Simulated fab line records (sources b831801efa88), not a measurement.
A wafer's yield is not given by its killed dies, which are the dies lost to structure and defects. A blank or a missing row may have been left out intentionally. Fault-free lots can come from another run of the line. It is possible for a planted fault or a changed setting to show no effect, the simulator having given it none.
What tool caused it?    flow sfq_line    21 wafers sampled from 7 lots at 1 step of a route of 325

## WHAT EACH GAUGE READ, for each wafer
SFQ_I4_BOW_MEAS_927.
lot   measured      on             I4_BOW (um)
L359  day 37 00:13  film_metro-04  12 7 11
L364  day 45 23:27  film_metro-04  1 14 2
L368  day 48 01:09  film_metro-04  -4 1 2
L375  day 51 10:37  film_metro-03  4 -5 4
L377  day 51 22:39  film_metro-03  10 10 20
L379  day 52 02:35  film_metro-03  4 13 6
L381  day 52 10:37  film_metro-04  4 -1 4

## WHAT TOOL EACH LOT RAN ON (gives the tool, then ch and the chambers of the sampled wafers, and finally the start)
No process step before these readings appears in the record.

## THE ANSWER, worked out from the rows above alone
Rule: the lots themselves supply what counts as usual. Put in order of their means at a reading, lots are off if they are a third of the lots or fewer, leave a main group of 4 or more, and stand apart from it by a gap of 3 or more times the standard deviation of the main group's means; of several such gaps the widest counts. A main group whose means are all the same, to the digits that the tables above print for the reading, isn't used. Also off: a lot with no number at a reading for which 4 or more lots have one. The other lots that the step has rows for count as sound.
Nothing can be told from this: no lot is off at any reading shown.

## WHAT THE SIMULATOR HAD PUT IN
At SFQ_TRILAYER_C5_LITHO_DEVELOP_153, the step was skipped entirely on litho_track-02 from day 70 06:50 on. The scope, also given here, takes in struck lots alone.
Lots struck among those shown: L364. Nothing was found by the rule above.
